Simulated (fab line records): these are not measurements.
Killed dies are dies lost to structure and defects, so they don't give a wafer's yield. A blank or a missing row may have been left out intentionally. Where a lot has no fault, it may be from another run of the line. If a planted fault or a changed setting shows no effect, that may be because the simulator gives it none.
Which tool was responsible?    flow sky130    18 wafers from 6 lots sampled at 2 of the route's 708 steps

WHAT THE GAUGES READ, wafer by wafer
SKY_CAPM_THK_MEAS_01.
lot   measured      on            CAPM_CVD_00_THK (nm)
L837  day 37 12:14  filmMetro-04  15.07 15.22 15.41
L838  day 38 00:56  filmMetro-04  15.19 15.61 15.41
L845  day 39 19:12  filmMetro-03  15.20 15.37 15.53
L849  day 40 21:29  filmMetro-04  15.28 15.52 15.51
L851  day 41 06:51  filmMetro-04  15.30 15.35 15.44
L857  day 42 23:59  filmMetro-03  15.65 15.48 15.55

EACH LOT AND THE TOOL THAT RAN IT (in order: tool; ch and the chambers of the sampled wafers; start)
lot   SKY_METAL1_SPUTTER_04
L837  pvdSputter-03, day 32 20:19
L838  pvdSputter-03, day 33 08:52
L845  pvdSputter-04, day 35 06:37
L849  pvdSputter-04, day 36 10:43
L851  pvdSputter-02, day 36 20:41
L857  pvdSputter-03, day 38 17:59
- SKY_METAL1_SPUTTER_04: material TiN, target thk 70 nm, time 58.3 s.

THE ANSWER, worked out from the rows above alone
Rule: usual is defined by the lots themselves. Put in order of their means at a reading, lots are off if they are a third of the lots or fewer, leave a main group of 4 or more, and stand apart from it by a gap of 3 or more times the standard deviation of the main group's means; of several such gaps the widest counts. Not used: any main group whose means are identical at the precision the tables above print for the reading. A lot without any number at a reading at which 4 lots or more have one is off too. Where the step has rows for the other lots, those lots are counted as sound.
No lot is off on any of the readings shown, so nothing can be concluded from this.

WHAT THE SIMULATOR HAD PUT IN
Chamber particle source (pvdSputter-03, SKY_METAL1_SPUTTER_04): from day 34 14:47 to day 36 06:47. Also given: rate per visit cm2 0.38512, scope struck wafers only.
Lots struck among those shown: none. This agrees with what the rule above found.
